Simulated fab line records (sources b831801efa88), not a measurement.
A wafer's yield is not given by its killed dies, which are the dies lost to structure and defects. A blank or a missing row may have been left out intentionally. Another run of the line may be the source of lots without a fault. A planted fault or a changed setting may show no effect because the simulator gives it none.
Which tool was responsible? || flow gf180mcu || 12 lots with 36 wafers sampled at 5 steps, on a route of 602 steps

WHAT THE GAUGES READ, wafer by wafer
GF_STI_THK_MEAS_22. Usual: for STI_OXIDATION_01_THK the level is 14.94 nm and the standard deviation is 0.27.
{"lot": "L169", "measured": "day 2 14:25", "on": "film_metro-01", "STI_OXIDATION_01_THK (nm)": "15.35 15.01 15.10", "flag": ""}
{"lot": "L171", "measured": "day 3 02:32", "on": "film_metro-01", "STI_OXIDATION_01_THK (nm)": "14.44 14.71 14.43", "flag": ""}
{"lot": "L172", "measured": "day 3 06:05", "on": "film_metro-02", "STI_OXIDATION_01_THK (nm)": "15.58 15.23 15.30", "flag": ""}
{"lot": "L174", "measured": "day 3 18:46", "on": "film_metro-04", "STI_OXIDATION_01_THK (nm)": "14.88 14.70 14.59", "flag": ""}
{"lot": "L175", "measured": "day 3 22:42", "on": "film_metro-02", "STI_OXIDATION_01_THK (nm)": "15.04 15.18 15.01", "flag": ""}
{"lot": "L177", "measured": "day 4 08:17", "on": "film_metro-01", "STI_OXIDATION_01_THK (nm)": "15.13 14.95 14.92", "flag": ""}
{"lot": "L181", "measured": "day 5 04:29", "on": "film_metro-01", "STI_OXIDATION_01_THK (nm)": "14.54 14.35 14.65", "flag": ""}
{"lot": "L183", "measured": "day 5 13:56", "on": "film_metro-02", "STI_OXIDATION_01_THK (nm)": "15.01 14.93 15.03", "flag": ""}
{"lot": "L184", "measured": "day 5 19:37", "on": "film_metro-04", "STI_OXIDATION_01_THK (nm)": "14.88 15.01 15.16", "flag": ""}
{"lot": "L185", "measured": "day 5 23:58", "on": "film_metro-04", "STI_OXIDATION_01_THK (nm)": "15.15 15.16 15.07", "flag": ""}
{"lot": "L186", "measured": "day 6 06:01", "on": "film_metro-01", "STI_OXIDATION_01_THK (nm)": "14.71 14.75 14.80", "flag": ""}
{"lot": "L190", "measured": "day 7 03:12", "on": "film_metro-02", "STI_OXIDATION_01_THK (nm)": "14.71 15.19 14.83", "flag": ""}

GF_MVSD_TW_MEAS_11. Usual: for MVSD_TW the level is 1569 and the standard deviation is 6.6.
{"lot": "L169", "measured": "day 4 20:42", "on": "film_metro-02", "MVSD_TW": "1562 1558 1554", "flag": ""}
{"lot": "L171", "measured": "day 5 15:28", "on": "film_metro-04", "MVSD_TW": "1576 1579 1574", "flag": ""}
{"lot": "L172", "measured": "day 5 18:22", "on": "film_metro-03", "MVSD_TW": "1563 1571 1565", "flag": ""}
{"lot": "L174", "measured": "day 6 08:55", "on": "film_metro-04", "MVSD_TW": "1569 1568 1574", "flag": ""}
{"lot": "L175", "measured": "day 6 12:11", "on": "film_metro-02", "MVSD_TW": "1563 1569 1569", "flag": ""}
{"lot": "L177", "measured": "day 6 19:22", "on": "film_metro-03", "MVSD_TW": "1573 1578 1565", "flag": ""}
{"lot": "L181", "measured": "day 7 23:22", "on": "film_metro-04", "MVSD_TW": "1578 1576 1581", "flag": ""}
{"lot": "L183", "measured": "day 8 09:35", "on": "film_metro-02", "MVSD_TW": "1569 1562 1565", "flag": ""}
{"lot": "L184", "measured": "day 8 12:05", "on": "film_metro-02", "MVSD_TW": "1560 1561 1566", "flag": ""}
{"lot": "L185", "measured": "day 8 20:20", "on": "film_metro-03", "MVSD_TW": "1575 1577 1577", "flag": ""}
{"lot": "L186", "measured": "day 9 01:52", "on": "film_metro-04", "MVSD_TW": "1560 1556 1557", "flag": ""}
{"lot": "L190", "measured": "day 10 01:59", "on": "film_metro-02", "MVSD_TW": "1564 1574 1576", "flag": ""}

GF_VT_IMPLANT_TW_MEAS_21. Usual: for VT_IMPLANT_2_TW the level is 1212 and the standard deviation is 5.4.
{"lot": "L169", "measured": "day 6 16:34", "on": "film_metro-01", "VT_IMPLANT_2_TW": "1215 1218 1217", "flag": ""}
{"lot": "L171", "measured": "day 7 13:21", "on": "film_metro-02", "VT_IMPLANT_2_TW": "1209 1204 1207", "flag": ""}
{"lot": "L172", "measured": "day 7 16:52", "on": "film_metro-01", "VT_IMPLANT_2_TW": "1214 1208 1204", "flag": ""}
{"lot": "L174", "measured": "day 8 09:41", "on": "film_metro-01", "VT_IMPLANT_2_TW": "1213 1220 1208", "flag": ""}
{"lot": "L175", "measured": "day 8 10:55", "on": "film_metro-02", "VT_IMPLANT_2_TW": "1199 1206 1200", "flag": ""}
{"lot": "L177", "measured": "day 8 19:54", "on": "film_metro-01", "VT_IMPLANT_2_TW": "1210 1215 1218", "flag": ""}
{"lot": "L181", "measured": "day 10 04:19", "on": "film_metro-02", "VT_IMPLANT_2_TW": "1217 1213 1211", "flag": ""}
{"lot": "L183", "measured": "day 10 14:48", "on": "film_metro-03", "VT_IMPLANT_2_TW": "30 30 30", "flag": "OFF"}
{"lot": "L184", "measured": "day 10 17:21", "on": "film_metro-01", "VT_IMPLANT_2_TW": "30 30 30", "flag": "OFF"}
{"lot": "L185", "measured": "day 11 02:00", "on": "film_metro-03", "VT_IMPLANT_2_TW": "30 30 30", "flag": "OFF"}
{"lot": "L186", "measured": "day 11 09:16", "on": "film_metro-03", "VT_IMPLANT_2_TW": "1212 1210 1205", "flag": ""}
{"lot": "L190", "measured": "day 12 09:20", "on": "film_metro-03", "VT_IMPLANT_2_TW": "1218 1216 1222", "flag": ""}

WHAT TOOL EACH LOT RAN ON (gives the tool, then ch and the chambers of the sampled wafers, and finally the start)
{"lot": "L169", "GF_VT_IMPLANT_STRIP_09": "plasma_asher-02 ch 0,1, day 6 01:26", "GF_VT_IMPLANT_STRIP_20": "plasma_asher-03 ch 0,1, day 6 16:28"}
{"lot": "L171", "GF_VT_IMPLANT_STRIP_09": "plasma_asher-03 ch 0,1, day 6 22:11", "GF_VT_IMPLANT_STRIP_20": "plasma_asher-03 ch 0,1, day 7 13:14"}
{"lot": "L172", "GF_VT_IMPLANT_STRIP_09": "plasma_asher-03 ch 0,1, day 7 00:51", "GF_VT_IMPLANT_STRIP_20": "plasma_asher-02 ch 0,1, day 7 16:47"}
{"lot": "L174", "GF_VT_IMPLANT_STRIP_09": "plasma_asher-03 ch 0,1, day 7 16:23", "GF_VT_IMPLANT_STRIP_20": "plasma_asher-03 ch 0,1, day 8 09:36"}
{"lot": "L175", "GF_VT_IMPLANT_STRIP_09": "plasma_asher-03 ch 0,1, day 7 19:19", "GF_VT_IMPLANT_STRIP_20": "plasma_asher-02 ch 0,1, day 8 10:49"}
{"lot": "L177", "GF_VT_IMPLANT_STRIP_09": "plasma_asher-03 ch 0,1, day 8 03:11", "GF_VT_IMPLANT_STRIP_20": "plasma_asher-04 ch 0,1, day 8 19:48"}
{"lot": "L181", "GF_VT_IMPLANT_STRIP_09": "plasma_asher-04 ch 0,1, day 9 10:26", "GF_VT_IMPLANT_STRIP_20": "plasma_asher-04 ch 0,1, day 10 04:14"}
{"lot": "L183", "GF_VT_IMPLANT_STRIP_09": "plasma_asher-03 ch 0,1, day 9 20:36", "GF_VT_IMPLANT_STRIP_20": "plasma_asher-04 ch 0,1, day 10 14:42"}
{"lot": "L184", "GF_VT_IMPLANT_STRIP_09": "plasma_asher-02 ch 0,1, day 9 23:06", "GF_VT_IMPLANT_STRIP_20": "plasma_asher-04 ch 0,1, day 10 17:15"}
{"lot": "L185", "GF_VT_IMPLANT_STRIP_09": "plasma_asher-03 ch 0,1, day 10 07:25", "GF_VT_IMPLANT_STRIP_20": "plasma_asher-02 ch 0,1, day 11 01:54"}
{"lot": "L186", "GF_VT_IMPLANT_STRIP_09": "plasma_asher-03 ch 0,1, day 10 14:26", "GF_VT_IMPLANT_STRIP_20": "plasma_asher-02 ch 0,1, day 11 09:11"}
{"lot": "L190", "GF_VT_IMPLANT_STRIP_09": "plasma_asher-03 ch 0,1, day 11 13:56", "GF_VT_IMPLANT_STRIP_20": "plasma_asher-02 ch 0,1, day 12 09:14"}
- GF_VT_IMPLANT_STRIP_09: strips in O2/N2.
- GF_VT_IMPLANT_STRIP_20: strips in O2/N2.

AS READ BY THE TOOLS THEMSELVES (means over the sampled wafers that have a number; for cases with no such wafer, the mark the record gives instead)
GF_VT_IMPLANT_STRIP_09. Usual: chamber_pressure_mTorr 1500.0 mTorr, standard deviation 1.4; drypump_motor_current_A 5.5 A, standard deviation 0.42; heater_power_w 319 W, standard deviation 27; oes_product_au 0.716 a.u., standard deviation 0.0047; strip_time_to_endpoint_s 12.63 s, standard deviation 0.031.
{"lot": "L169", "tool": "plasma_asher-02", "chamber_pressure_mTorr (mTorr)": 1500.1, "drypump_motor_current_A (A)": 5.8, "heater_power_w (W)": 333, "oes_product_au (a.u.)": 0.716, "strip_time_to_endpoint_s (s)": 12.59, "flag": ""}
{"lot": "L171", "tool": "plasma_asher-03", "chamber_pressure_mTorr (mTorr)": 1501.5, "drypump_motor_current_A (A)": 5.2, "heater_power_w (W)": 322, "oes_product_au (a.u.)": 0.715, "strip_time_to_endpoint_s (s)": 12.63, "flag": ""}
{"lot": "L172", "tool": "plasma_asher-03", "chamber_pressure_mTorr (mTorr)": 1499.6, "drypump_motor_current_A (A)": 5.6, "heater_power_w (W)": 300, "oes_product_au (a.u.)": 0.714, "strip_time_to_endpoint_s (s)": 12.66, "flag": ""}
{"lot": "L174", "tool": "plasma_asher-03", "chamber_pressure_mTorr (mTorr)": 1501.1, "drypump_motor_current_A (A)": 5.3, "heater_power_w (W)": 315, "oes_product_au (a.u.)": 0.718, "strip_time_to_endpoint_s (s)": 12.65, "flag": ""}
{"lot": "L175", "tool": "plasma_asher-03", "chamber_pressure_mTorr (mTorr)": 1499.5, "drypump_motor_current_A (A)": 5.3, "heater_power_w (W)": 314, "oes_product_au (a.u.)": 0.714, "strip_time_to_endpoint_s (s)": 12.63, "flag": ""}
{"lot": "L177", "tool": "plasma_asher-03", "chamber_pressure_mTorr (mTorr)": 1500.1, "drypump_motor_current_A (A)": 5.3, "heater_power_w (W)": 310, "oes_product_au (a.u.)": 0.720, "strip_time_to_endpoint_s (s)": 12.60, "flag": ""}
{"lot": "L181", "tool": "plasma_asher-04", "chamber_pressure_mTorr (mTorr)": 1499.8, "drypump_motor_current_A (A)": 5.1, "heater_power_w (W)": 332, "oes_product_au (a.u.)": 0.714, "strip_time_to_endpoint_s (s)": 12.60, "flag": ""}
{"lot": "L183", "tool": "plasma_asher-03", "chamber_pressure_mTorr (mTorr)": "-", "drypump_motor_current_A (A)": "-", "heater_power_w (W)": "-", "oes_product_au (a.u.)": "-", "strip_time_to_endpoint_s (s)": "-", "flag": "OFF"}
{"lot": "L184", "tool": "plasma_asher-02", "chamber_pressure_mTorr (mTorr)": "-", "drypump_motor_current_A (A)": "-", "heater_power_w (W)": "-", "oes_product_au (a.u.)": "-", "strip_time_to_endpoint_s (s)": "-", "flag": "OFF"}
{"lot": "L185", "tool": "plasma_asher-03", "chamber_pressure_mTorr (mTorr)": "-", "drypump_motor_current_A (A)": "-", "heater_power_w (W)": "-", "oes_product_au (a.u.)": "-", "strip_time_to_endpoint_s (s)": "-", "flag": "OFF"}
{"lot": "L186", "tool": "plasma_asher-03", "chamber_pressure_mTorr (mTorr)": 1499.3, "drypump_motor_current_A (A)": 5.6, "heater_power_w (W)": 303, "oes_product_au (a.u.)": 0.714, "strip_time_to_endpoint_s (s)": 12.64, "flag": ""}
{"lot": "L190", "tool": "plasma_asher-03", "chamber_pressure_mTorr (mTorr)": 1499.6, "drypump_motor_current_A (A)": 5.2, "heater_power_w (W)": 320, "oes_product_au (a.u.)": 0.721, "strip_time_to_endpoint_s (s)": 12.65, "flag": ""}

GF_VT_IMPLANT_STRIP_20. Usual: chamber_pressure_mTorr 1499.8 mTorr, standard deviation 1.3; drypump_motor_current_A 5.5 A, standard deviation 0.41; heater_power_w 325 W, standard deviation 25; oes_product_au 0.716 a.u., standard deviation 0.0051; strip_time_to_endpoint_s 12.637 s, standard deviation 0.027.
{"lot": "L169", "tool": "plasma_asher-03", "chamber_pressure_mTorr (mTorr)": 1499.8, "drypump_motor_current_A (A)": 5.6, "heater_power_w (W)": 292, "oes_product_au (a.u.)": 0.716, "strip_time_to_endpoint_s (s)": 12.642, "flag": ""}
{"lot": "L171", "tool": "plasma_asher-03", "chamber_pressure_mTorr (mTorr)": 1499.2, "drypump_motor_current_A (A)": 5.3, "heater_power_w (W)": 322, "oes_product_au (a.u.)": 0.707, "strip_time_to_endpoint_s (s)": 12.617, "flag": ""}
{"lot": "L172", "tool": "plasma_asher-02", "chamber_pressure_mTorr (mTorr)": 1500.2, "drypump_motor_current_A (A)": 5.8, "heater_power_w (W)": 337, "oes_product_au (a.u.)": 0.709, "strip_time_to_endpoint_s (s)": 12.614, "flag": ""}
{"lot": "L174", "tool": "plasma_asher-03", "chamber_pressure_mTorr (mTorr)": 1499.7, "drypump_motor_current_A (A)": 5.6, "heater_power_w (W)": 302, "oes_product_au (a.u.)": 0.711, "strip_time_to_endpoint_s (s)": 12.623, "flag": ""}
{"lot": "L175", "tool": "plasma_asher-02", "chamber_pressure_mTorr (mTorr)": 1500.2, "drypump_motor_current_A (A)": 5.8, "heater_power_w (W)": 340, "oes_product_au (a.u.)": 0.719, "strip_time_to_endpoint_s (s)": 12.608, "flag": ""}
{"lot": "L177", "tool": "plasma_asher-04", "chamber_pressure_mTorr (mTorr)": 1499.5, "drypump_motor_current_A (A)": 5.1, "heater_power_w (W)": 331, "oes_product_au (a.u.)": 0.719, "strip_time_to_endpoint_s (s)": 12.626, "flag": ""}
{"lot": "L181", "tool": "plasma_asher-04", "chamber_pressure_mTorr (mTorr)": 1498.9, "drypump_motor_current_A (A)": 5.1, "heater_power_w (W)": 334, "oes_product_au (a.u.)": 0.715, "strip_time_to_endpoint_s (s)": 12.630, "flag": ""}
{"lot": "L183", "tool": "plasma_asher-04", "chamber_pressure_mTorr (mTorr)": 1498.1, "drypump_motor_current_A (A)": 5.3, "heater_power_w (W)": 344, "oes_product_au (a.u.)": 0.719, "strip_time_to_endpoint_s (s)": 27.644, "flag": "OFF"}
{"lot": "L184", "tool": "plasma_asher-04", "chamber_pressure_mTorr (mTorr)": 1499.3, "drypump_motor_current_A (A)": 5.1, "heater_power_w (W)": 333, "oes_product_au (a.u.)": 0.721, "strip_time_to_endpoint_s (s)": 27.659, "flag": "OFF"}
{"lot": "L185", "tool": "plasma_asher-02", "chamber_pressure_mTorr (mTorr)": 1500.1, "drypump_motor_current_A (A)": 5.7, "heater_power_w (W)": 322, "oes_product_au (a.u.)": 0.720, "strip_time_to_endpoint_s (s)": 27.607, "flag": "OFF"}
{"lot": "L186", "tool": "plasma_asher-02", "chamber_pressure_mTorr (mTorr)": 1500.4, "drypump_motor_current_A (A)": 5.7, "heater_power_w (W)": 325, "oes_product_au (a.u.)": 0.716, "strip_time_to_endpoint_s (s)": 12.624, "flag": ""}
{"lot": "L190", "tool": "plasma_asher-02", "chamber_pressure_mTorr (mTorr)": 1499.0, "drypump_motor_current_A (A)": 5.9, "heater_power_w (W)": 339, "oes_product_au (a.u.)": 0.720, "strip_time_to_endpoint_s (s)": 12.647, "flag": ""}

THE ANSWER, worked out from the rows above alone
Rule: a lot is off if the mean of its wafers that have a number lies more than 3 standard deviations from the usual mean. Also off: a lot with no number at a reading for which 4 or more lots have one. The other lots that the step has rows for count as sound. After the gauges, taken in route order, come the tools' own readings; for these a lot's mean is taken, as printed above. At the first step where some lot is off, the reading lying furthest off is the one used; lots without a number count as furthest.
Off: L183, L184, L185, seen at GF_VT_IMPLANT_TW_MEAS_21 (VT_IMPLANT_2_TW).
A tool fits if, at a process step before that reading, it ran every lot that is off, and no sound lot after the first of them. The gauges at GF_VT_IMPLANT_TW_MEAS_21 aren't tried: what is off there is off at GF_VT_IMPLANT_STRIP_09 too, on other tools, and a gauge's error can't cause that. Not one of the candidates tried fits.

WHAT THE SIMULATOR HAD INSERTED
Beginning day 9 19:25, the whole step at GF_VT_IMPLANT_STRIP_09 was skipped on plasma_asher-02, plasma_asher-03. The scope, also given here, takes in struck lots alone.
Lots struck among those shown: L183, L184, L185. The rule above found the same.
